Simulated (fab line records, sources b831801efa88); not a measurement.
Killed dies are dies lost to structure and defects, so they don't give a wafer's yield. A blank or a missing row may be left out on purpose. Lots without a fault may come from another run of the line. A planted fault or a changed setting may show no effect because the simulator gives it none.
Chamber matching | flow sky130 | SKY_POLY_GATE_ETCH_16 on rie_diel-03: 4 sister chambers
The step etches Si3N4 in CH3F/O2, stops on poly-Si, time 147.5 s, target depth 75 nm. 4 wafers are shown with their chamber, then 11 later ones without.

WAFERS WITH THEIR CHAMBER
wafer  | chamber | drypump_motor_current_A (A)
L083.5 | 0       | 6.2
L083.6 | 3       | 5.7
L087.3 | 1       | 6.1
L088.1 | 2       | 5.7

WAFERS WITHOUT THEIR CHAMBER
wafer  | drypump_motor_current_A (A)
L088.2 | 6.2
L088.5 | 5.7
L090.1 | 6.2
L090.2 | 6.2
L090.4 | 5.7
L094.1 | 5.8
L094.2 | 6.2
L094.3 | 5.7
L095.1 | 5.7
L095.4 | 5.7
L095.5 | 6.2

WHICH CHAMBER EACH WENT THROUGH
wafer  | from the rows above     | in truth
L088.2 | 0                       | 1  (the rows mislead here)
L088.5 | can't be placed: 2 or 3 | 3
L090.1 | 0                       | 0
L090.2 | 0                       | 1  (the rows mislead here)
L090.4 | can't be placed: 2 or 3 | 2
L094.1 | can't be placed: 2 or 3 | 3
L094.2 | 0                       | 0
L094.3 | can't be placed: 2 or 3 | 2
L095.1 | can't be placed: 2 or 3 | 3
L095.4 | can't be placed: 2 or 3 | 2
L095.5 | 0                       | 0
Placed correctly: 3 of 11. Can't be placed from these rows: 6 (the true chamber is among the candidates in 6). Placed wrongly: 2.
How it was worked out, from the rows above alone: a wafer's distance from a chamber is the root of the sum, over the readings, of the square of ((its reading less the chamber's mean) divided by the reading's scatter). The wafer belongs to the nearest chamber; if the next one is less than 2 further off, it can't be placed. A chamber's mean is the mean of its shown wafers. The scatter: with one shown wafer a chamber, the root of the mean of the squares of how far each hidden wafer lies from its nearest shown one.
